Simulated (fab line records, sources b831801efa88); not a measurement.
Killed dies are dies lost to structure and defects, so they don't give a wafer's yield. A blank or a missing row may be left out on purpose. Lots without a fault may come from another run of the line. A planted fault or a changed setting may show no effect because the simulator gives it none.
One fault seen from 2 desks | flow gf180mcu | each desk has only its own numbers; what lay behind them comes last

THE METROLOGY DESK
What the gauges read, lot by lot, whatever tool the lot ran on: means of the sampled wafers that have a number. A lot is out of limits, marked OUT, if its mean lies more than 4 standard deviations from the usual mean; the brackets give that distance.
Columns: A = V2_W_RS at GF_V2_RS_MEAS_24, usual 0.326 ohm/sq; B = V2_W_THK at GF_V2_THK_MEAS_25, usual 360 nm; C = V4_BOW at GF_V4_BOW_MEAS_05, usual 134 um
lot  | first seen here | A               | B              | C
L387 | day 20 16:31    | 0.325           | 370            | 143
L389 | day 21 08:53    | 0.329           | 364            | 133
L390 | day 21 19:57    | 0.322           | 364            | 131
L392 | day 22 02:01    | 0.325           | 361            | 133
L395 | day 23 08:17    | 0.335           | 346            | 132
L396 | day 23 14:19    | 0.327           | 355            | 125
L400 | day 25 03:40    | 0.408 (+17) OUT | 309 (-6.8) OUT | 133
L407 | day 27 02:50    | 0.326           | 357            | 145
L408 | day 27 13:49    | 0.332           | 362            | 141
L409 | day 27 16:08    | 0.330           | 351            | 134
L410 | day 27 23:03    | 0.324           | 361            | 143
This desk's finding: out of limits on L400; first on L400, day 25 03:40 (V2_W_RS at GF_V2_RS_MEAS_24). In limits: L387, L389, L390, L392, L395, L396, L407, L408, L409, L410.

THE TOOL OWNER'S DESK: cvd_w-01
The tool's own readings at GF_V2_CVD_23 (deposits W, target thk 350 nm, time 104.94 s): means of the sampled wafers that have a number, for each lot that ran on this tool. A lot is out of limits, marked OUT, if its mean lies more than 4 standard deviations from the usual mean; the brackets give that distance.
Columns: A = heater_power_w at GF_V2_CVD_23, usual 810 W; B = susceptor_temp_C at GF_V2_CVD_23, usual 400.02 C
lot  | first seen here | A   | B
L387 | day 20 16:24    | 823 | 400.03
L389 | day 21 08:45    | 812 | 400.28
L390 | day 21 19:49    | 825 | 399.80
L392 | day 22 01:54    | 827 | 399.82
L396 | day 23 14:10    | 810 | 400.09
L400 | day 25 03:34    | 822 | 399.97
This desk's finding: nothing out of limits on any of the 6 lots.

PUT TOGETHER
The metrology desk could have raised an alarm at day 25 03:40, on L400.
The tool owner's desk saw nothing out of limits.
The tool owner's desk has L400 on record, within its limits.
Of the lots named, all ran GF_V2_CVD_23 on cvd_w-01.

WHAT THE SIMULATOR HAD PUT IN
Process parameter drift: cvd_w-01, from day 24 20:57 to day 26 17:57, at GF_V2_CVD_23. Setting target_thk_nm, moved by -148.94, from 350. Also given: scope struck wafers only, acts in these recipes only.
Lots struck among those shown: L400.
Hours from the fault's start to each desk's first reading out of limits: the metrology desk, 7.
